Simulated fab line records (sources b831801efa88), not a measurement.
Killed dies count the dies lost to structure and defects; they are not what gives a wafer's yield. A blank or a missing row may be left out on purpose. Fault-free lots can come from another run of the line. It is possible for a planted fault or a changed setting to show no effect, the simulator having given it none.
Which tool did it? | flow sfq-line | 15 lots with 44 wafers sampled at 4 steps, on a route of 325 steps

## WHAT EACH GAUGE READ, for each wafer
Not one reading of a measure or inspect step in the record can be checked against a usual standard deviation.

## EACH LOT AND THE TOOL THAT RAN IT (in order: tool; ch and the chambers of the sampled wafers; start)
lot  | SFQ_TRILAYER_JJ_CE_BARC_OPEN_RIE_150 | SFQ_TRILAYER_R5_LITHO_PEB_139     | SFQ_TRILAYER_I5_BARC_OPEN_VIA_ETCH_200 | SFQ_TRILAYER_I5_ETCH_VIA_ETCH_147
L821 | rie-metal-02 ch 0, day 59 21:08      | litho-track-03 ch 0, day 64 23:46 | rie-diel-02 ch 0,3, day 69 13:27       | rie-diel-02 ch 0,3, day 69 13:29
L822 | rie-metal-02 ch 0,1, day 60 07:56    | litho-track-01 ch 0, day 65 01:05 | rie-diel-04 ch 1,3, day 69 15:51       | rie-diel-04 ch 1,3, day 69 15:53
L823 | rie-metal-01 ch 0,1, day 65 02:30    | litho-track-03 ch 0, day 66 07:52 | rie-diel-03 ch 0,1,2, day 69 17:55     | rie-diel-03 ch 0,1,2, day 69 17:58
L824 | rie-metal-03 ch 1, day 65 08:30      | litho-track-01 ch 0, day 70 07:36 | rie-diel-02 ch 1,2,3, day 70 11:16     | rie-diel-02 ch 1,2,3, day 70 11:18
L826 | rie-metal-03 ch 0,1, day 66 02:40    | litho-track-01 ch 0, day 71 04:45 | rie-diel-03 ch 0,2,3, day 71 08:14     | rie-diel-03 ch 0,2,3, day 71 08:16
L827 | rie-metal-03 ch 0,1, day 66 11:09    | litho-track-02 ch 0, day 71 13:40 | rie-diel-02 ch 1,2,3, day 71 17:13     | rie-diel-02 ch 1,2,3, day 71 17:15
L828 | rie-metal-03 ch 0,1, day 68 15:02    | litho-track-03 ch 0, day 73 08:32 | rie-diel-03 ch 0,2,3, day 73 14:49     | rie-diel-03 ch 0,2,3, day 73 14:52
L829 | rie-metal-03 ch 0,1, day 68 17:24    | litho-track-02 ch 0, day 73 13:19 | rie-diel-04 ch 0,1,3, day 73 18:25     | rie-diel-04 ch 0,1,3, day 73 18:28
L830 | rie-metal-02 ch 0,1, day 68 23:24    | litho-track-01 ch 0, day 73 15:43 | rie-diel-02 ch 0,2,3, day 73 23:13     | rie-diel-02 ch 0,2,3, day 73 23:16
L831 | rie-metal-03 ch 0,1, day 69 06:29    | litho-track-01 ch 0, day 74 01:17 | rie-diel-03 ch 0,1,2, day 74 16:17     | rie-diel-03 ch 0,1,2, day 74 16:20
L832 | rie-metal-03 ch 0,1, day 69 07:41    | litho-track-01 ch 0, day 74 04:53 | rie-diel-04 ch 0,1,3, day 74 17:29     | rie-diel-04 ch 0,1,3, day 74 17:32
L833 | rie-metal-01 ch 0,1, day 69 15:51    | litho-track-01 ch 0, day 74 18:21 | rie-diel-03 ch 0,2,3, day 78 08:35     | rie-diel-03 ch 0,2,3, day 78 08:37
L835 | rie-metal-01 ch 0,1, day 70 06:01    | litho-track-01 ch 0, day 75 08:51 | rie-diel-02 ch 2,3, day 79 08:36       | rie-diel-02 ch 2,3, day 79 08:41
L842 | rie-metal-02 ch 0,1, day 71 17:58    | litho-track-02 ch 0, day 76 08:16 | rie-diel-04 ch 0,1,3, day 80 11:06     | rie-diel-04 ch 0,1,3, day 80 11:08
L844 | rie-metal-03 ch 0,1, day 71 23:58    | litho-track-03 ch 0, day 76 16:40 | rie-diel-03 ch 1,2,3, day 80 19:30     | rie-diel-03 ch 1,2,3, day 80 19:32
- SFQ_TRILAYER_JJ_CE_BARC_OPEN_RIE_150: chemistry O2, target BARC, target depth 240 nm, time 80 s.
- SFQ_TRILAYER_R5_LITHO_PEB_139: peb time 60 s.
- SFQ_TRILAYER_I5_BARC_OPEN_VIA_ETCH_200: etches BARC in O2, target depth 125 nm, time 41.7 s.
- SFQ_TRILAYER_I5_ETCH_VIA_ETCH_147: etches the open film in CHF3, stops on Nb, target depth 360 nm.

## AS READ BY THE TOOLS THEMSELVES (means over the sampled wafers that have a number; for cases with no such wafer, the mark the record gives instead)
SFQ_TRILAYER_JJ_CE_BARC_OPEN_RIE_150. Usual: drypump-motor-current-A 5.6 A, standard deviation 0.35; oes-product-au 0.538 a.u., standard deviation 0.0044; rf-fwd-power-W 595.9 W, standard deviation 2.7.
lot  | tool         | drypump-motor-current-A (A) | oes-product-au (a.u.) | rf-fwd-power-W (W) | flag
L821 | rie-metal-02 | 5.3                         | 0.538                 | 596.4              |
L822 | rie-metal-02 | 6.1                         | 0.538                 | 598.9              |
L823 | rie-metal-01 | 5.4                         | 0.540                 | 597.3              |
L824 | rie-metal-03 | 5.8                         | 0.540                 | 592.9              |
L826 | rie-metal-03 | 5.6                         | 0.539                 | 596.4              |
L827 | rie-metal-03 | 5.7                         | 0.532                 | 595.2              |
L828 | rie-metal-03 | 5.6                         | 0.540                 | 596.0              |
L829 | rie-metal-03 | 5.6                         | 0.536                 | 597.3              |
L830 | rie-metal-02 | 6.1                         | 0.536                 | 596.3              |
L831 | rie-metal-03 | 5.6                         | 0.539                 | 593.8              |
L832 | rie-metal-03 | 5.6                         | 0.539                 | 596.4              |
L833 | rie-metal-01 | 5.4                         | 0.541                 | 598.2              |
L835 | rie-metal-01 | 5.4                         | 0.544                 | 597.1              |
L842 | rie-metal-02 | 5.7                         | 0.540                 | 597.3              |
L844 | rie-metal-03 | 5.6                         | 0.535                 | 597.5              |

SFQ_TRILAYER_R5_LITHO_PEB_139. Usual: chill-plate-temp-C 22.99 C, standard deviation 0.11; heater-power-total-W 79.15 W, standard deviation 0.066.
lot  | tool           | chill-plate-temp-C (C) | heater-power-total-W (W) | flag
L821 | litho-track-03 | 23.03                  | 79.11                    |
L822 | litho-track-01 | 22.98                  | 79.19                    |
L823 | litho-track-03 | 23.05                  | 79.11                    |
L824 | litho-track-01 | 22.81                  | 79.22                    |
L826 | litho-track-01 | 23.04                  | 79.08                    |
L827 | litho-track-02 | 22.95                  | 79.12                    |
L828 | litho-track-03 | 22.95                  | 79.17                    |
L829 | litho-track-02 | 23.00                  | 79.17                    |
L830 | litho-track-01 | 23.07                  | 79.19                    |
L831 | litho-track-01 | 23.14                  | 79.18                    |
L832 | litho-track-01 | 23.05                  | 79.60                    | OFF
L833 | litho-track-01 | 22.94                  | 80.00                    | OFF
L835 | litho-track-01 | 23.01                  | 79.88                    | OFF
L842 | litho-track-02 | 22.94                  | 79.15                    |
L844 | litho-track-03 | 23.06                  | 79.17                    |

SFQ_TRILAYER_I5_BARC_OPEN_VIA_ETCH_200. Usual: drypump-motor-current-A 5.3 A, standard deviation 0.35; oes-product-au 0.685 a.u., standard deviation 0.0045; rf-fwd-power-W 494.7 W, standard deviation 1.7.
lot  | tool        | drypump-motor-current-A (A) | oes-product-au (a.u.) | rf-fwd-power-W (W) | flag
L821 | rie-diel-02 | 5.1                         | 0.681                 | 495.1              |
L822 | rie-diel-04 | 5.8                         | 0.683                 | 495.5              |
L823 | rie-diel-03 | 5.6                         | 0.680                 | 495.6              |
L824 | rie-diel-02 | 4.9                         | 0.683                 | 494.4              |
L826 | rie-diel-03 | 5.5                         | 0.685                 | 494.5              |
L827 | rie-diel-02 | 4.9                         | 0.686                 | 493.6              |
L828 | rie-diel-03 | 5.5                         | 0.686                 | 494.5              |
L829 | rie-diel-04 | 5.4                         | 0.688                 | 495.2              |
L830 | rie-diel-02 | 5.2                         | 0.684                 | 495.0              |
L831 | rie-diel-03 | 5.6                         | 0.686                 | 493.9              |
L832 | rie-diel-04 | 5.5                         | 0.683                 | 495.2              |
L833 | rie-diel-03 | 5.5                         | 0.682                 | 492.5              |
L835 | rie-diel-02 | 5.0                         | 0.681                 | 494.0              |
L842 | rie-diel-04 | 5.4                         | 0.684                 | 494.8              |
L844 | rie-diel-03 | 5.5                         | 0.686                 | 493.5              |

SFQ_TRILAYER_I5_ETCH_VIA_ETCH_147. Usual: drypump-motor-current-A 5.3 A, standard deviation 0.36; oes-product-au 0.989 a.u., standard deviation 0.0069; rf-fwd-power-W 498.7 W, standard deviation 1.5.
lot  | tool        | drypump-motor-current-A (A) | oes-product-au (a.u.) | rf-fwd-power-W (W) | flag
L821 | rie-diel-02 | 5.1                         | 0.982                 | 498.7              |
L822 | rie-diel-04 | 5.7                         | 0.985                 | 499.8              |
L823 | rie-diel-03 | 5.6                         | 0.984                 | 499.2              |
L824 | rie-diel-02 | 4.9                         | 0.990                 | 498.6              |
L826 | rie-diel-03 | 5.5                         | 0.981                 | 497.8              |
L827 | rie-diel-02 | 4.9                         | 0.993                 | 498.8              |
L828 | rie-diel-03 | 5.5                         | 0.995                 | 498.7              |
L829 | rie-diel-04 | 5.4                         | 0.986                 | 498.6              |
L830 | rie-diel-02 | 5.2                         | 0.990                 | 500.0              |
L831 | rie-diel-03 | 5.6                         | 0.989                 | 497.8              |
L832 | rie-diel-04 | 5.5                         | 0.989                 | 498.2              |
L833 | rie-diel-03 | 5.5                         | 0.985                 | 499.7              |
L835 | rie-diel-02 | 5.0                         | 0.986                 | 497.3              |
L842 | rie-diel-04 | 5.4                         | 0.990                 | 499.6              |
L844 | rie-diel-03 | 5.5                         | 0.988                 | 498.9              |

## THE ANSWER, worked out from the rows above alone
Rule: take the mean of a lot's wafers that have a number; if it is more than 3 standard deviations from the usual mean, the lot is off. Also off: a lot with no number at a reading for which 4 or more lots have one. Where the step has rows for the other lots, those lots are counted as sound. The gauges are gone through in route order, then the tools' own readings, and for those a lot's mean is taken as printed above. The first step at which some lot is off is used, and at that step the reading that is off furthest; a lot without a number counts as furthest.
Off: L832, L833, L835, at SFQ_TRILAYER_R5_LITHO_PEB_139 (heater-power-total-W).
A tool fits if, at that step or a process step before it, it ran every lot that is off, and no sound lot after the first of them. One fits: litho-track-01 at SFQ_TRILAYER_R5_LITHO_PEB_139. A fault onset in the window from L831 (day 74 01:17, its last sound lot) to L832 (day 74 04:53, its first lot off) fits.
On the lots that are off, the tool's own readings at SFQ_TRILAYER_R5_LITHO_PEB_139 differ by more than 5 times the standard deviation of the sound lots' means, which bears it out; heater-power-total-W reads 79.83 W there versus 79.16 W on the sound lots.

## WHAT THE SIMULATOR HAD PUT IN
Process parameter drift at SFQ_TRILAYER_R5_LITHO_PEB_139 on litho-track-01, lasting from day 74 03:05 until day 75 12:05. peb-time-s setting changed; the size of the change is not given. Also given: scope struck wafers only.
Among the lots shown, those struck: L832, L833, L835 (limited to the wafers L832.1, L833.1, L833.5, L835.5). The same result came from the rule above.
